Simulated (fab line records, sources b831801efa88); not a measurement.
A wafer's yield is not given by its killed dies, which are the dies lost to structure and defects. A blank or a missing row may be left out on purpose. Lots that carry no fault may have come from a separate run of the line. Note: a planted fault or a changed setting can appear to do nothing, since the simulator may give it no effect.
A lot that was struck, set against a sound lot / flow sky130 / 18 steps out of a route of 708
Sound: these wafers, L613.1, L613.3, L613.5. Struck: wafer L614.6 (left out: L614.3, L614.4 of the same lot, which were not struck); the cause appears at the end.
For every step that has rows: the tool of each side, followed by ch and its chambers, followed by its first start. Under that, the readings that differ: sound wafers / struck wafers / difference of the means / sigmas: that difference in standard deviations of wafers without a fault.
alike: readings whose means differ by less than 2 such deviations, and words and numbers that are the same on both sides. not compared: withheld readings, readings that some wafer has no value for, bounds like >300 that may hide the same value, and numbers for which the record gives no deviation and whose values overlap.
A row with sigmas, a row that says differs or no value, or rows on one side alone: a step with any of these is where the two part. Non-overlapping numbers with no deviation appear without sigmas and do not part them. A reading that every wafer of one side lacks parts them only if that side has two wafers or more.

first, 4 steps without rows for these wafers: SKY_VT_ADJUST_LVTN_SOFTBAKE_14 (time 60 s); SKY_VT_ADJUST_LVTN_EXPOSE_15 (exposes mask HVN STD DERIVED, target cd 600 nm); SKY_VT_ADJUST_LVTN_PEB_16; SKY_VT_ADJUST_LVTN_DEVELOP_17 (develop time 60 s).
SKY_VT_ADJUST_LVTN_OVL_MEAS_18:
  struck on overlay-01, day 10 04:07; sound on overlay-01, day 9 21:34
  alike: VT_ADJUST_LVTN_01_OVL
then, 1 step without rows for these wafers: SKY_VT_ADJUST_LVTN_IMPLANT_19.
SKY_VT_ADJUST_LVTN_STRIP_20: strips in O2/N2.
  sound on plasma_asher-01 ch 0,1, day 9 21:44; struck on plasma_asher-03 ch 1, day 10 04:20
reading=drypump_motor_current_A (A); sound=5.2 5.2 5.7; struck=6.5; difference=+1.1; sigmas=+2
  alike: oes_product_au, strip_time_to_endpoint_s
  not compared: rf_hours_counter_h
SKY_VT_ADJUST_LVTN_TW_MEAS_21:
  struck on film_metro-03, day 10 04:25; sound on film_metro-04, day 9 21:50
reading=VT_ADJUST_LVTN_2_TW; sound=191.2 192.1 190.4; struck=186.7; difference=-4.5; sigmas=-3
then, 4 steps without rows for these wafers: SKY_VT_ADJUST_NCORE_DEHYDRATE_00 (time 60 s); SKY_VT_ADJUST_NCORE_HMDS_01 (prime time 60 s); SKY_VT_ADJUST_NCORE_COAT_02 (resist thk 1140 nm); SKY_VT_ADJUST_NCORE_SOFTBAKE_03 (time 60 s).
SKY_VT_ADJUST_NCORE_EXPOSE_04: exposes mask LVTN COMPLEMENT THIN, target cd 380 nm.
  sound on iline_stepper-02 ch 0, day 10 08:55; struck on iline_stepper-02 ch 0, day 10 15:52
  alike: mask
then, 2 steps without rows for these wafers: SKY_VT_ADJUST_NCORE_PEB_05; SKY_VT_ADJUST_NCORE_DEVELOP_06 (develop time 60 s).
SKY_VT_ADJUST_NCORE_CD_MEAS_07: the cd target is 380 nm.
  struck on cd_sem-01, day 11 02:31; sound on cd_sem-02, day 10 19:32
reading=cd_nm (nm); sound=379.6 378.3 378.3; struck=364.3; difference=-14.4; sigmas=-5
SKY_VT_ADJUST_NCORE_OVL_MEAS_08:
  struck on overlay-01, day 11 02:37; sound on overlay-01, day 10 19:40
  alike: VT_ADJUST_NCORE_OVL
then, 1 step without rows for these wafers: SKY_PAD_OPEN_PROBE_99.

WHERE THEY PART
Last at SKY_VT_ADJUST_NCORE_CD_MEAS_07 as far as this record goes, first at SKY_VT_ADJUST_LVTN_STRIP_20. Later steps at which nothing parts them and some readings are alike: SKY_VT_ADJUST_NCORE_OVL_MEAS_08.

WHY: what had been put in by the simulator
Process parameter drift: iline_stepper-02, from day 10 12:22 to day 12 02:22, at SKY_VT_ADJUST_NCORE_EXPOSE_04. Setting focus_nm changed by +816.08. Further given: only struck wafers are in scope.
